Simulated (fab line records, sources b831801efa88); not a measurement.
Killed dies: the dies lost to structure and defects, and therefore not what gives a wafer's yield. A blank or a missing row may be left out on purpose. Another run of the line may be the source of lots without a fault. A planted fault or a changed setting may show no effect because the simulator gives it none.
2 desks, one fault + flow gf180mcu + every desk sees just its own numbers, and what lay behind them comes last

## AT THE TOOL OWNER'S DESK: lithoTrack-03
The tool's own readings at GF_V4_SOFTBAKE_10 (time 60 s): means of the sampled wafers that have a number, for each lot that ran on this tool. The brackets show how far a lot's mean lies from the usual mean; more than 4 standard deviations puts the lot out of limits, marked OUT.
Columns: A = exhaustPa at GF_V4_SOFTBAKE_10, usual 45.1 Pa; B = heaterPowerTotalW at GF_V4_SOFTBAKE_10, usual 93.06 W; C = resistLineTempC at GF_V4_SOFTBAKE_10, usual 22.99 C; D = runLengthS at GF_V4_SOFTBAKE_10, usual 89.23 s
| lot  | first seen here | A    | B               | C     | D               |
|------|-----------------|------|-----------------|-------|-----------------|
| L724 | day 26 03:00    | 46.0 | 93.03           | 23.04 | 89.12           |
| L731 | day 28 05:00    | 45.2 | 95.77 (+48) OUT | 23.13 | 84.16 (-20) OUT |
| L732 | day 28 19:00    | 45.5 | 94.95 (+34) OUT | 23.00 | 85.79 (-14) OUT |
This desk's finding: out of limits on L731, L732; first on L731, day 28 05:00 (heaterPowerTotalW at GF_V4_SOFTBAKE_10). Within limits: L724.

## AT THE METROLOGY DESK
What the gauges read for every lot (on any tool): the sampled wafers with a number, averaged. The brackets show how far a lot's mean lies from the usual mean; more than 4 standard deviations puts the lot out of limits, marked OUT.
Columns: A = M3_ALCU_THK at GF_M3_THK_MEAS_06, usual 451 nm
| lot  | first seen here | A   |
|------|-----------------|-----|
| L718 | day 20 06:42    | 446 |
| L719 | day 20 23:40    | 450 |
| L723 | day 22 14:11    | 448 |
| L724 | day 22 18:36    | 456 |
| L731 | day 25 01:17    | 456 |
| L732 | day 25 15:54    | 456 |
| L733 | day 26 01:28    | 444 |
| L734 | day 26 02:23    | 455 |
| L735 | day 26 09:32    | 453 |
| L736 | day 26 17:53    | 449 |
| L737 | day 27 03:28    | 449 |
| L739 | day 27 11:09    | 449 |
| L741 | day 28 02:57    | 453 |
Result from this desk: across the 13 lots, nothing is out of limits.

## ALL TOGETHER
The tool owner's desk could have raised an alarm at day 28 05:00, on L731, L732.
Metrology desk: nothing out of limits seen.
The metrology desk holds a record of L731, L732, inside its limits.
All the named lots went through GF_V4_SOFTBAKE_10 on lithoTrack-03.

## WHAT HAD BEEN PUT IN BY THE SIMULATOR
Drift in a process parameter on lithoTrack-03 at GF_V4_SOFTBAKE_10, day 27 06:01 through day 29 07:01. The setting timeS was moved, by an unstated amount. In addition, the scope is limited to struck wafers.
Shown lots that were struck: L731, L732.
Each desk's first reading out of limits, in hours after the fault started: the tool owner's desk, 23.
